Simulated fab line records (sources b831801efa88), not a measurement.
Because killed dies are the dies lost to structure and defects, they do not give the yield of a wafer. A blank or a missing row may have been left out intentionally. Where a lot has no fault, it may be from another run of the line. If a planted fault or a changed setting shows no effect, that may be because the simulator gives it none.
fab line records ; flow sky130
record lots=5; wafers=15; last-day=50
route steps=708 shown RES_PROTECT@212 POLY_GATE@213 PAD_OPEN@708
lots that met no fault: from a run of the same line without faults
start-h: the number of hours between the record's first day and the start of the first shown wafer of the lot ; wait-h: hours since the lot's step before ; " the same as in the row above ; L1.1+2: a single row standing in for several wafers ; - either no value or no given start ; * or withheld: withheld ; < > ~ a bound
route shown NAME@n: names a module that has steps shown in the file, with the first one's number in the route ; usual: mean/standard deviation of fault-free wafers ; same: alike in all rows ; chamber/n: place in a boat ; sites: each site's reading ; _std_site: the values' standard deviation ; _edge_site: outer sites' mean less inner sites' ; radius-mm: how far each site lies from the wafer's centre ; mask NAME#n: copy n ; behind: the tool/chamber that last shaped the wafer ; hold: why the lot was held/for how many hours/how that ended ; device: whichever transistor did not switch (one of n, p or np) ; end of line: tests of these same wafers at the route's end ; where a step has no rows: the recipe by itself ; killed: the dies lost at the first sort to structure and to defects; this is not the yield of the wafer ; map: shows each die of a wafer: x if killed, . if not, _ if none is there
set.NAME: the run value of the setting; set.NAME@STEP: its run value at that earlier step ; model.NAME: the simulator's own value behind a step, which no gauge read
lots at selected steps of the route; one table per step, one row per wafer
services: from which hour (start-h, from the record's first day; less than 0 if before it) a tool's chamber was out of use, for how many hours, and why
## steps
# step SKY_RES_PROTECT_DEVELOP_06
# recipe resist=NOVOLAK; developer=TMAH; develop-time-s=60; dev-temp-c=23
# step SKY_POLY_GATE_IMPLANT_02
# recipe species=P; energy-kev=30; dose-cm2=7.7e+15; tilt-deg=0
# step SKY_RES_PROTECT_STRIP_07
# recipe chemistry=O2/N2; power-w=1400; pressure-mtorr=1500; platen-temp-c=withheld; o2-flow-sccm=3000; n2-flow-sccm=300; overash-fraction=0.5
# usual chamber-pressure-mTorr=1500.0/1.3; drypump-motor-current-A=5.7/0.39; oes-product-au=0.517/0.0045; strip-time-to-endpoint-s=23.27/0.042
lot.wafer;tool;chamber;start-h;wait-h;chamber-pressure-mTorr;drypump-motor-current-A;oes-product-au;rf-hours-counter-h;strip-time-to-endpoint-s
L630.2;plasma-asher-02;1;336.01;0.1;1500.6;5.6;0.516;49;23.25
L630.3;plasma-asher-02;1;336.01;0.1;1499.9;5.6;0.521;-;23.22
L630.5;plasma-asher-02;0;336.01;0.1;1499.5;6.0;0.519;-;23.21
L634.3;plasma-asher-03;1;373.70;0.1;1500.6;5.7;0.515;-;23.21
L634.4;plasma-asher-03;0;373.70;0.1;1501.0;6.0;0.511;-;23.22
L634.5;plasma-asher-03;1;373.70;0.1;1500.9;5.7;0.521;-;23.25
L643.4;plasma-asher-02;1;454.89;0.1;1501.4;5.6;0.515;-;23.25
L643.5;plasma-asher-02;1;454.89;0.1;1500.6;5.6;0.518;-;23.28
L643.6;plasma-asher-02;0;454.89;0.1;1499.3;6.0;0.513;-;23.24
L652.1;plasma-asher-02;0;527.56;0.1;1500.3;6.0;0.519;69;23.26
L652.2;plasma-asher-02;1;527.56;0.1;1501.3;5.6;0.514;69;23.28
L652.6;plasma-asher-02;0;527.56;0.1;1501.2;6.0;0.514;-;23.32
L653.1;plasma-asher-03;1;536.56;0.1;1500.7;5.6;0.524;11;23.31
L653.4;plasma-asher-03;1;536.56;0.1;1497.4;5.7;0.512;-;23.33
L653.5;plasma-asher-03;1;536.56;0.1;1501.2;5.6;0.510;-;23.24
# step SKY_RES_PROTECT_TW_MEAS_08
# usual POLY_GATE_TW=4045/22
lot.wafer;tool;chamber;start-h;wait-h;POLY_GATE_TW
L630.2;film-metro-01;-;336.12;0.1;4047
L630.3;film-metro-01;-;336.12;0.1;4076
L630.5;film-metro-01;-;336.12;0.1;4061
L634.3;film-metro-01;-;373.79;0.1;4057
L634.4;film-metro-01;-;373.79;0.1;4067
L634.5;film-metro-01;-;373.79;0.1;4083
L643.4;film-metro-03;-;454.99;0.1;4024
L643.5;film-metro-03;-;454.99;0.1;4026
L643.6;film-metro-03;-;454.99;0.1;4058
L652.1;film-metro-02;-;527.66;0.1;4035
L652.2;film-metro-02;-;527.66;0.1;4030
L652.6;film-metro-02;-;527.66;0.1;4027
L653.1;film-metro-02;-;536.66;0.1;4052
L653.4;film-metro-02;-;536.66;0.1;4029
L653.5;film-metro-02;-;536.66;0.1;4044
# step SKY_RES_PROTECT_CLEAN_09
# recipe chemistry=SC1/SC2; mix=1:4:20; temp-c=70; time-s=150; dry=n2-spin
# step SKY_POLY_GATE_CVD_03
# recipe material=Si3N4; precursor=DCS/NH3; target-thk-nm=75; temp-c=770; time-s=1290; pressure-mtorr=250
# step SKY_POLY_GATE_THK_MEAS_04
# recipe reads=Si3N4_of_POLY_GATE_CVD_03
# usual POLY_GATE_CVD_03_THK=74.9/0.82
lot.wafer;tool;chamber;start-h;wait-h;POLY_GATE_CVD_03_THK[nm]
L630.2;film-metro-04;-;337.59;0.0;76.2
L630.3;film-metro-04;-;337.59;0.0;75.9
L630.5;film-metro-04;-;337.59;0.0;75.9
L634.3;film-metro-03;-;375.69;0.0;74.6
L634.4;film-metro-03;-;375.69;0.0;74.7
L634.5;film-metro-03;-;375.69;0.0;75.2
L643.4;film-metro-03;-;456.46;0.0;74.4
L643.5;film-metro-03;-;456.46;0.0;74.5
L643.6;film-metro-03;-;456.46;0.0;74.3
L652.1;film-metro-02;-;529.18;0.0;75.5
L652.2;film-metro-02;-;529.18;0.0;75.2
L652.6;film-metro-02;-;529.18;0.0;75.7
L653.1;film-metro-03;-;540.21;0.0;74.8
L653.4;film-metro-03;-;540.21;0.0;74.5
L653.5;film-metro-03;-;540.21;0.0;74.6
# step SKY_POLY_GATE_DEHYDRATE_05
# recipe temp-c=200; time-s=60
# step SKY_POLY_GATE_HMDS_06
# recipe prime-time-s=60; prime-temp-c=120
# step SKY_POLY_GATE_COAT_07
# recipe resist=BARC; temp-c=withheld; time-s=withheld; spin-rpm=3000; resist-thk-nm=110
# step SKY_POLY_GATE_COAT_08
# recipe resist=KrF-thick; spin-rpm=3000; resist-thk-nm=450
# step SKY_POLY_GATE_SOFTBAKE_09
# recipe temp-c=100; time-s=90; resist=KrF-thick
# step SKY_POLY_GATE_EXPOSE_10
# recipe mask-id=P1M; na=0.68; source-shape=conventional; sigma-outer=0.6; target-cd-nm=150; dose-mj=28
lot.wafer;tool;chamber;start-h;wait-h;mask
L630.2+3+5;krf-scanner-02;0;351.29;-;P1M#0
L634.3+4+5;krf-scanner-01;0;390.98;-;P1M#0
L643.4+5+6;krf-scanner-01;0;470.88;-;P1M_R1#0
L652.1+2+6;krf-scanner-01;0;544.34;-;P1M#0
L653.1+4+5;krf-scanner-01;0;555.53;-;P1M#0
# step SKY_POLY_GATE_PEB_11
# recipe peb-temp-c=withheld; peb-time-s=withheld; resist=KrF-thick
# step SKY_POLY_GATE_DEVELOP_12
# recipe develop-time-s=60; resist=KrF-thick; dev-temp-c=21
# step SKY_POLY_GATE_CD_MEAS_13
# recipe target-cd-nm=150
# usual cd-nm=149.9/1.3
lot.wafer;tool;chamber;start-h;wait-h;cd-nm
L630.2;cd-sem-02;-;365.39;-;149.7
L630.3;cd-sem-02;-;365.39;-;149.6
L630.5;cd-sem-02;-;365.39;-;148.8
L634.3;cd-sem-01;-;404.65;-;149.8
L634.4;cd-sem-01;-;404.65;-;149.5
L634.5;cd-sem-01;-;404.65;-;148.5
L643.4;cd-sem-01;-;486.92;-;172.1
L643.5;cd-sem-01;-;486.92;-;171.2
L643.6;cd-sem-01;-;486.92;-;171.2
L652.1;cd-sem-02;-;559.47;-;150.5
L652.2;cd-sem-02;-;559.47;-;150.4
L652.6;cd-sem-02;-;559.47;-;150.7
L653.1;cd-sem-01;-;570.42;-;149.4
L653.4;cd-sem-01;-;570.42;-;149.9
L653.5;cd-sem-01;-;570.42;-;149.5
# step SKY_POLY_GATE_OVL_MEAS_14
# usual POLY_GATE_OVL=-2/5.7
lot.wafer;tool;chamber;start-h;wait-h;POLY_GATE_OVL[nm]
L630.2;overlay-02;-;365.50;0.1;-9
L630.3;overlay-02;-;365.50;0.1;-6
L630.5;overlay-02;-;365.50;0.1;-6
L634.3;overlay-02;-;404.74;0.1;0
L634.4;overlay-02;-;404.74;0.1;2
L634.5;overlay-02;-;404.74;0.1;6
L643.4;overlay-01;-;487.00;0.1;1
L643.5;overlay-01;-;487.00;0.1;-5
L643.6;overlay-01;-;487.00;0.1;-3
L652.1;overlay-02;-;559.59;0.1;-17
L652.2;overlay-02;-;559.59;0.1;-11
L652.6;overlay-02;-;559.59;0.1;-11
L653.1;overlay-02;-;570.54;0.1;-1
L653.4;overlay-02;-;570.54;0.1;-8
L653.5;overlay-02;-;570.54;0.1;-1
# step SKY_POLY_GATE_ETCH_15
# recipe chemistry=N2/H2; target=BARC; ion-energy-ev=200; source-w=500; bias-w=100; pressure-mtorr=30; n2-flow-sccm=100; h2-flow-sccm=200; stop-on=SiO2; time-s=118.5; target-depth-a=1100
# usual chamber-pressure-mTorr=30.001/0.026; drypump-motor-current-A=5.7/0.5; oes-product-au=0.715/0.0047; rf-fwd-power-W=497.4/1.6; throttle-valve-pct=13.211/0.0089
lot.wafer;tool;chamber;start-h;wait-h;chamber-pressure-mTorr;drypump-motor-current-A;oes-product-au;rf-fwd-power-W;rf-hours-counter-h;throttle-valve-pct;model.POLY_GATE.cd-nm
L630.2;rie-diel-04;1;365.53;0.0;30.025;5.6;0.717;495.0;5;13.219;152.5
L630.3;rie-diel-04;2;365.53;0.0;29.974;5.6;0.708;497.1;28;13.206;149.8
L630.5;rie-diel-04;3;365.53;0.0;29.959;5.0;0.714;498.4;-;13.228;148.7
L634.3;rie-diel-01;2;404.77;0.0;29.996;6.3;0.707;495.2;66;13.195;148.6
L634.4;rie-diel-01;1;404.77;0.0;30.044;6.2;0.717;499.5;95;13.227;146.7
L634.5;rie-diel-01;2;404.77;0.0;29.986;6.3;0.713;496.6;-;13.211;146.9
L643.4;rie-diel-04;3;487.02;0.0;30.005;5.1;0.717;497.0;6;13.214;171.6
L643.5;rie-diel-04;0;487.02;0.0;30.039;6.3;0.715;495.7;-;13.221;172.4
L643.6;rie-diel-04;3;487.02;0.0;30.004;5.1;0.715;497.2;-;13.224;171.2
L652.1;rie-diel-03;3;559.63;0.0;29.985;6.0;0.707;498.7;3;13.219;152.6
L652.2;rie-diel-03;2;559.63;0.0;30.024;4.8;0.715;500.7;5;13.210;152
L652.6;rie-diel-03;2;559.63;0.0;30.039;4.8;0.726;497.6;-;13.220;152
L653.1;rie-diel-04;1;570.58;0.0;29.995;5.6;0.719;498.6;9;13.211;148.9
L653.4;rie-diel-04;2;570.58;0.0;29.989;5.5;0.715;498.7;32;13.200;150
L653.5;rie-diel-04;3;570.58;0.0;29.991;5.1;0.711;497.6;-;13.214;145
# step SKY_POLY_GATE_ETCH_16
# recipe stop-on=poly-Si; chemistry=CH3F/O2; target=Si3N4; source-w=400; bias-w=80; pressure-mtorr=25; ch3f-flow-sccm=40; O2_flow_sccm=30; time-s=147.5; target-depth-a=750
# usual chamber-pressure-mTorr=25.001/0.022; drypump-motor-current-A=5.7/0.5; oes-product-au=0.640/0.0051; rf-fwd-power-W=398.1/1.3; throttle-valve-pct=10.535/0.0084
lot.wafer;tool;chamber;start-h;wait-h;chamber-pressure-mTorr;drypump-motor-current-A;oes-product-au;rf-fwd-power-W;rf-hours-counter-h;throttle-valve-pct
L630.2;rie-diel-04;1;365.61;0.0;25.008;5.6;0.639;397.4;5;10.534
L630.3;rie-diel-04;2;365.61;0.0;24.950;5.5;0.643;399.1;28;10.539
L630.5;rie-diel-04;3;365.61;0.0;24.996;5.0;0.645;400.7;-;10.532
L634.3;rie-diel-01;2;404.85;0.0;24.978;6.3;0.641;396.4;66;10.526
L634.4;rie-diel-01;1;404.85;0.0;25.012;6.2;0.644;397.1;95;10.544
L634.5;rie-diel-01;2;404.85;0.0;24.996;6.3;0.636;396.2;-;10.517
L643.4;rie-diel-04;3;487.10;0.0;24.982;5.0;0.650;400.1;6;10.535
L643.5;rie-diel-04;0;487.10;0.0;24.983;6.3;0.649;396.8;-;10.525
L643.6;rie-diel-04;3;487.10;0.0;25.008;5.0;0.637;399.4;-;10.521
L652.1;rie-diel-03;3;559.71;0.0;24.999;6.0;0.641;398.5;3;10.542
L652.2;rie-diel-03;2;559.71;0.0;25.037;4.8;0.641;397.2;5;10.520
L652.6;rie-diel-03;2;559.71;0.0;24.990;4.8;0.648;398.3;-;10.533
L653.1;rie-diel-04;1;570.66;0.0;25.002;5.7;0.644;399.0;9;10.527
L653.4;rie-diel-04;2;570.66;0.0;25.008;5.6;0.644;400.1;32;10.513
L653.5;rie-diel-04;3;570.66;0.0;25.037;5.1;0.633;399.8;-;10.537
# step SKY_POLY_GATE_ETCH_17
# recipe target-depth-nm=180; stop-on=SiO2; over-etch-frac=0.56667; chemistry=HBr/Cl2; target=poly-Si; icp-w=400; bias-w=100; pressure-mtorr=10; HBr_flow_sccm=150; Cl2_flow_sccm=50; time-s=70.5
# usual chamber-pressure-mTorr=10.000/0.0099; drypump-motor-current-A=5.9/0.4; oes-product-au=0.989/0.0082; rf-fwd-power-W=396.8/1.4; throttle-valve-pct=33.685/0.0089
lot.wafer;tool;chamber;start-h;wait-h;chamber-pressure-mTorr;drypump-motor-current-A;oes-product-au;rf-fwd-power-W;rf-hours-counter-h;throttle-valve-pct;model.POLY_GATE.cd-nm
L630.2;rie-si-01;0;365.71;0.0;10.008;5.5;0.967;398.8;3;33.697;155.8
L630.3;rie-si-01;2;365.71;0.0;10.007;5.8;0.986;398.1;3;33.670;149.6
L630.5;rie-si-01;3;365.71;0.0;9.998;6.4;0.970;396.3;-;33.701;149.5
L634.3;rie-si-02;2;404.95;0.0;9.989;6.3;0.995;398.6;4;33.684;149.7
L634.4;rie-si-02;3;404.95;0.0;9.989;5.5;0.993;393.7;32;33.694;146.1
L634.5;rie-si-02;1;404.95;0.0;9.996;5.7;0.995;396.8;-;33.699;147.4
L643.4;rie-si-01;1;487.20;0.0;9.986;6.2;0.989;397.7;4;33.699;172.2
L643.5;rie-si-01;0;487.20;0.0;9.989;5.5;0.977;397.8;-;33.682;175.4
L643.6;rie-si-01;3;487.20;0.0;10.014;6.4;0.988;398.8;-;33.683;171.4
L652.1;rie-si-02;1;559.81;0.0;9.993;5.7;1.006;394.3;3;33.682;153.2
L652.2;rie-si-02;0;559.81;0.0;10.014;5.3;0.986;398.1;2;33.690;153.3
L652.6;rie-si-02;1;559.81;0.0;10.007;5.7;0.992;394.4;-;33.693;152.4
L653.1;rie-si-01;3;570.76;0.0;10.007;6.5;1.001;397.2;6;33.682;151.2
L653.4;rie-si-01;0;570.76;0.0;10.004;5.5;0.983;397.5;4;33.695;150.5
L653.5;rie-si-01;3;570.76;0.0;9.998;6.5;0.993;396.1;-;33.678;146.3
# step SKY_POLY_GATE_STRIP_18
# recipe chemistry=O2/N2; power-w=1400; pressure-mtorr=1500; platen-temp-c=withheld; o2-flow-sccm=3000; n2-flow-sccm=300; overash-fraction=0.5
# usual chamber-pressure-mTorr=1500.0/1.3; drypump-motor-current-A=5.7/0.36; oes-product-au=0.359/0.005; strip-time-to-endpoint-s=3.14/0.047
lot.wafer;tool;chamber;start-h;wait-h;chamber-pressure-mTorr;drypump-motor-current-A;oes-product-au;rf-hours-counter-h;strip-time-to-endpoint-s
L630.2;plasma-asher-04;1;365.77;0.0;1500.9;5.8;0.369;65;3.22
L630.3;plasma-asher-04;0;365.77;0.0;1502.0;4.8;0.359;-;3.18
L630.5;plasma-asher-04;0;365.77;0.0;1501.2;4.8;0.360;-;3.16
L634.3;plasma-asher-02;1;405.04;0.1;1500.8;5.6;0.362;-;3.16
L634.4;plasma-asher-02;0;405.04;0.1;1498.6;6.0;0.366;-;3.11
L634.5;plasma-asher-02;1;405.04;0.1;1498.7;5.6;0.361;-;3.16
L643.4;plasma-asher-02;0;487.29;0.1;1498.1;6.0;0.360;-;3.13
L643.5;plasma-asher-02;1;487.29;0.1;1498.4;5.6;0.356;-;3.08
L643.6;plasma-asher-02;0;487.29;0.1;1498.3;6.0;0.359;-;3.13
L652.1;plasma-asher-02;0;559.86;0.0;1501.3;6.0;0.366;72;3.20
L652.2;plasma-asher-02;1;559.86;0.0;1502.5;5.6;0.355;72;3.13
L652.6;plasma-asher-02;1;559.86;0.0;1500.0;5.6;0.363;-;3.15
L653.1;plasma-asher-01;0;570.81;0.0;1499.3;5.9;0.356;45;3.15
L653.4;plasma-asher-01;1;570.81;0.0;1502.7;5.9;0.368;-;3.24
L653.5;plasma-asher-01;0;570.81;0.0;1501.5;5.9;0.362;-;3.17
# step SKY_PAD_OPEN_PROBE_99
# usual killed_at_M0_to_M3=43/6.4; killed_at_M4_up=2.8/1.7; killed-at-contacts=24/5.5; killed-at-front-end=15/4; killed-at-other=0.3/0.54; killed-dies=86/9.1; killed-open=47/6.6; killed-short=39/6.2
# same gross-dies=492; killed-at-back-side=0
lot.wafer;tool;chamber;start-h;wait-h;killed_at_M0_to_M3;killed_at_M4_up;killed-at-contacts;killed-at-front-end;killed-at-other;killed-dies;killed-open;killed-short
L630.2;prober-01;-;1070.68;0.1;37;1;26;21;0;85;43;42
L630.3;prober-01;-;1070.73;0.2;43;4;25;15;0;87;44;43
L630.5;prober-01;-;1070.83;0.2;37;2;24;13;0;76;44;32
L634.3;prober-02;-;1105.39;0.2;51;1;22;20;1;95;60;35
L634.4;prober-02;-;1105.44;0.2;41;4;24;15;0;84;49;35
L634.5;prober-02;-;1105.49;0.2;37;2;28;17;1;85;42;43
L643.4;prober-01;-;1155.94;0.2;51;4;30;71;0;156;58;33
L643.5;prober-01;-;1155.99;0.2;45;4;32;71;0;152;51;42
L643.6;prober-01;-;1156.04;0.2;50;4;29;66;0;149;54;42
L653.1;prober-01;-;1197.69;0.1;39;6;25;14;0;84;41;43
L653.4;prober-01;-;1197.84;0.2;48;3;21;14;0;86;43;43
L653.5;prober-01;-;1197.89;0.2;41;1;30;15;0;87;53;34
# killed by level:class
L630.2 CONTACT:geometric-particle:open=10 VIA1:geometric-particle:open=9 METAL2:geometric-particle:short=7 FIELD_ISO:geometric-particle:short=6 LOCAL_INTERCONNECT:geometric-particle:short=6 VIA3:geometric-particle:open=6 SPACER:geometric-particle:open=4 LI_CONTACT:geometric-particle:open=4
L630.3 VIA2:geometric-particle:open=10 CONTACT:geometric-particle:open=10 METAL2:geometric-particle:short=8 LI_CONTACT:geometric-particle:open=6 VIA3:geometric-particle:open=5 FIELD_ISO:geometric-particle:short=4 LOCAL_INTERCONNECT:geometric-particle:short=4 CONTACT:geometric-particle:short=4
L630.5 LI_CONTACT:geometric-particle:open=10 VIA2:geometric-particle:open=9 VIA1:geometric-particle:short=7 VIA1:geometric-particle:open=7 CONTACT:geometric-particle:open=6 CONTACT:geometric-particle:short=5 VIA3:geometric-particle:open=4 METAL2:geometric-particle:short=4
L634.3 VIA1:geometric-particle:open=15 VIA2:geometric-particle:open=10 SPACER:geometric-particle:open=8 CONTACT:geometric-particle:open=8 VIA3:geometric-particle:open=8 LOCAL_INTERCONNECT:geometric-particle:short=5 METAL1:geometric-particle:short=5 POLY_CUT:geometric-particle:short=4
L634.4 VIA1:geometric-particle:open=9 VIA3:geometric-particle:open=8 CONTACT:geometric-particle:open=7 LI_CONTACT:geometric-particle:open=7 LOCAL_INTERCONNECT:geometric-particle:short=6 POLY_GATE:geometric-particle:short=5 VIA2:geometric-particle:open=5 FIELD_ISO:geometric-particle:open=4
L634.5 CONTACT:geometric-particle:open=8 CONTACT:geometric-particle:short=7 VIA1:geometric-particle:open=7 FIELD_ISO:geometric-particle:open=6 VIA3:geometric-particle:short=6 LOCAL_INTERCONNECT:geometric-particle:short=5 METAL1:geometric-particle:short=5 POLY_GATE:geometric-particle:open=4
L643.4 POLY_GATE:area-expose=65 VIA1:geometric-particle:open=14 LI_CONTACT:geometric-particle:open=12 CONTACT:geometric-particle:open=9 VIA2:geometric-particle:open=9 VIA3:geometric-particle:open=7 METAL3:geometric-particle:short=6 CONTACT:geometric-particle:short=5
L643.5 POLY_GATE:area-expose=59 VIA1:geometric-particle:open=11 CONTACT:geometric-particle:open=9 METAL3:geometric-particle:short=9 VIA3:geometric-particle:open=8 LI_CONTACT:geometric-particle:open=7 LOCAL_INTERCONNECT:geometric-particle:short=7 CONTACT:geometric-particle:short=5
L643.6 POLY_GATE:area-expose=53 LI_CONTACT:geometric-particle:open=11 VIA1:geometric-particle:open=11 CONTACT:geometric-particle:open=10 METAL1:geometric-particle:short=9 VIA2:geometric-particle:open=8 POLY_GATE:geometric-particle:short=7 VIA1:geometric-particle:short=7
L653.1 METAL1:geometric-particle:short=11 LI_CONTACT:geometric-particle:open=7 CONTACT:geometric-particle:open=7 CONTACT:geometric-particle:short=6 FIELD_ISO:geometric-particle:open=5 VIA1:geometric-particle:open=5 METAL2:geometric-particle:short=5 VIA2:geometric-particle:short=5
L653.4 VIA1:geometric-particle:open=15 CONTACT:geometric-particle:short=8 VIA1:geometric-particle:short=7 CONTACT:geometric-particle:open=6 VIA2:geometric-particle:open=6 METAL1:geometric-particle:short=5 METAL2:geometric-particle:short=5 VIA3:geometric-particle:open=5
L653.5 CONTACT:geometric-particle:open=15 VIA1:geometric-particle:open=9 VIA2:geometric-particle:open=8 VIA3:geometric-particle:open=8 CONTACT:geometric-particle:short=5 LI_CONTACT:geometric-particle:short=4 LI_CONTACT:geometric-particle:open=4 METAL2:geometric-particle:short=4
# map L643.4 (x killed, . not)
__________xx.xx.x..._________
________...x...x.x.x.._______
______....x..........x.._____
_____x.x....x..x.........____
____.....x...x............___
___...x...x..xxx....xxx....__
__.x........xx...xx........x_
_.....xxx.x..xx..x..x...x....
_.....x....xx...xx..x........
_...xx...x..x..x.xxx.xxx...x.
_.....x.x....x.xx.xx.x.......
_x.x.xxx..xxx.xxxx.xxxx..x...
_....x..xxxxxxxx.x..xx..x....
_...x...xxx..xx.x.xxx..xx..x.
_.......xx....xxxx.xx..xx....
__.xx..xx.x..x..x..x......xx_
___x...........x.xx......x.__
____.x.xxx..x..xxx....x...___
_____......x.x.x....xx...____
______..x....xx..x..xx.._____
________......x.....x._______
__________.........._________
# map L634.3 (x killed, . not)
__________x....xx..._________
________...x...xx...x._______
______..x..............._____
_____..x.xx....x.......x.____
____.......xx...........xx___
___....x.x...x...x.....x...__
__.......x..x..x......x..xx._
_xx.......x.......x...x...xxx
_.x.........x...xx.x.........
_x..x.x.xx................xx.
_..........x.x..............x
_..x.........x...........x...
_x.xx.......xx...............
_.x..x.............xx........
_.x....x......x.x.x.x........
__.x....x..x.x.............._
___....x.x.........x.x.....__
____.x........x.x...x.....___
_____...x......x........x____
______..x.x............._____
________xxx..xx......._______
__________.xx.....xx_________
## services
tool;chamber;start-h;hours;kind
rie-diel-04;0;318.80;5.8;repair
rie-si-01;-;322.77;14.6;pm
rie-diel-04;-;341.59;1.3;repair
rie-diel-01;1;347.91;1.6;repair
plasma-asher-03;-;357.16;0.6;repair
rie-diel-01;-;358.35;0.6;repair
rie-diel-04;-;367.42;1.1;repair
rie-si-02;-;370.04;14.6;pm
rie-diel-01;3;390.54;3.0;repair
rie-diel-04;0;394.53;5.5;repair
krf-scanner-01;-;408.03;1.3;pm
rie-si-01;1;408.70;1.5;repair
krf-scanner-01;-;410.53;1.0;repair
plasma-asher-02;-;419.14;0.8;repair
plasma-asher-03;-;421.25;9.0;pm
rie-diel-04;1;424.37;3.4;repair
rie-si-01;1;427.74;5.4;repair
rie-diel-04;1;433.87;4.6;repair
rie-diel-04;2;434.32;3.5;repair
krf-scanner-01;-;438.46;0.8;pm
rie-si-01;1;451.37;7.2;repair
krf-scanner-01;-;456.25;1.0;pm
rie-diel-04;-;515.70;2.8;pm
rie-diel-04;2;527.51;5.9;repair
## key
first-sign step=SKY_POLY_GATE_EXPOSE_10; reading=mask; direction=changed
effect step=SKY_POLY_GATE_CD_MEAS_13; reading=cd-nm; direction=up; sigmas=17; usual=149.9; struck=171.5
effect step=SKY_PAD_OPEN_PROBE_99; reading=killed-at-front-end; direction=up; sigmas=14; usual=15; struck=69
model-effect step=SKY_POLY_GATE_ETCH_15; value=POLY_GATE.cd-nm; without=149.7; struck=171.7
model-effect step=SKY_POLY_GATE_ETCH_17; value=POLY_GATE.cd-nm; without=151; struck=173
more-kills-born-at SKY_POLY_GATE_EXPOSE_10@krf-scanner-01=177
met-at SKY_POLY_GATE_EXPOSE_10
struck-wafers L643.4,L643.5,L643.6
tester-left-out L643
onset-between 390.98 470.88
fault kind=wrong-mask; tool=any; chamber=-; onset-h=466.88; steps=SKY_POLY_GATE_EXPOSE_10; aux-copy=P1M_R1#0; cd-offset-nm=22; scope=struck-lots-only
# tester-left-out: of these lots the tester's yield and bins aren't shown, on N5 and GAA mostly nor the transistor test; their killed dies are dies lost to structure and defects alone, not to doping, threshold or leakage, so they don't give the yield
